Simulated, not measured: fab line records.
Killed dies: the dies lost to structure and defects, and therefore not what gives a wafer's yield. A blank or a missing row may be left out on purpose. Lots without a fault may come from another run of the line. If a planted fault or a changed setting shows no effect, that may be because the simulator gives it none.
Problem report in the 8D (eight disciplines) form, filled by code    flow sfq line    the parts of the form that need people (team, actions taken, sign-off) are left out

== 1. THE PROBLEM ==
time to endpoint s at SFQ_TRILAYER_I7_CMP_CMP_184 reads a mean of 181 s on 1 wafer of 1 lot; wafers without a fault read 213 s with a standard deviation of 5.9. That is -5.4 standard deviations from the usual mean.
The step: polishes SiO2.
The first sign was on wafer L770.1 at day 73 08:03, on cmp-01. The record has a number at this step for 39 wafers belonging to 13 lots. The rule behind "out" and "out of limits": a value lying over 4 standard deviations away from the usual mean. All remaining wafers that have a number are taken as sound.

== 2. WHAT IT IS, AND WHAT IT ISN'T ==
question                     is                  is not
which readings at this step  time to endpoint s  motor current A
which lots                   L770                L765, L766, L771, L773, L776, L777, L778, L779, L782, L783, L784, L785
which wafers of those lots   L770.1              L770.4, L770.6
read on which tools          cmp-01              cmp-02
when                         from day 73 08:03   up to then (7 sound wafers); but 31 sound wafers of L770, L771, L773, L776, L777, L778, L779, L782, L783, L784, L785 came after

== 3. THE SUSPECTS, EACH WITH WHAT RULES IT OUT ==
Counting: if a tool at a process step up to the reading ran every lot that is out, it stays a suspect. Sound lots after the first of them don't rule it out here, since some wafers of a struck lot are sound.
- cmp-01 at SFQ_TRILAYER_I7_CMP_CMP_184 (polishes SiO2): kept. The lot that is out, L770, ran on it at day 73 07:03; the last sound lot it ran before that was L765, at day 70 15:57. Its own time to endpoint s readings are out on those wafers.
- The sound lot-mates ran in chamber 0 of cmp-01 at SFQ_TRILAYER_I7_CMP_CMP_184, but the wafers that are out ran in chamber 2.
After counting, what remains is cmp-01 at SFQ_TRILAYER_I7_CMP_CMP_184.

== 4. THE CAUSE (what the simulator had put in) ==
cmp-01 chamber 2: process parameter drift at SFQ_TRILAYER_I7_CMP_CMP_184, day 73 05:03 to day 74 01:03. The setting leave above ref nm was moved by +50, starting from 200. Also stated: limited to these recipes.
Counting left only this tool.

== 5. SEQUENCE OF EFFECTS, ordered by route ==
Each row: a reading where the mean over the struck wafers with a number is more than 3 standard deviations away from the usual. Only readings for which the record gives a usual standard deviation are gone through. hours: the time from each lot's start at the first step in this table that gives one to its start at this step, as a median over the lots. sigmas: the change in usual standard deviations.
hours  step                                   reading             usual       on struck wafers  change  sigmas
0      SFQ_TRILAYER_I7_CMP_CMP_184            time to endpoint s  213 s       181               -32     -5.4
2      SFQ_TRILAYER_I7_METRO_MEASURE_185      thk nm              199.9 nm    249.6             +49.7   +57
8      SFQ_TRILAYER_I7_VIA_ETCH_VIA_ETCH_190  oes product au      0.854 a.u.  0.972             +0.118  +24
Its process steps:
- SFQ_TRILAYER_I7_CMP_CMP_184: polishes SiO2.
- SFQ_TRILAYER_I7_METRO_MEASURE_185
- SFQ_TRILAYER_I7_VIA_ETCH_VIA_ETCH_190: etches SiO2 in CHF3, stops on Nb, target depth 260 nm.

== 6. HOW IT WOULD HAVE BEEN CAUGHT EARLIER ==
First out-of-limits reading in this record: day 73 08:03, which is 3 hours after fault onset at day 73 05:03.
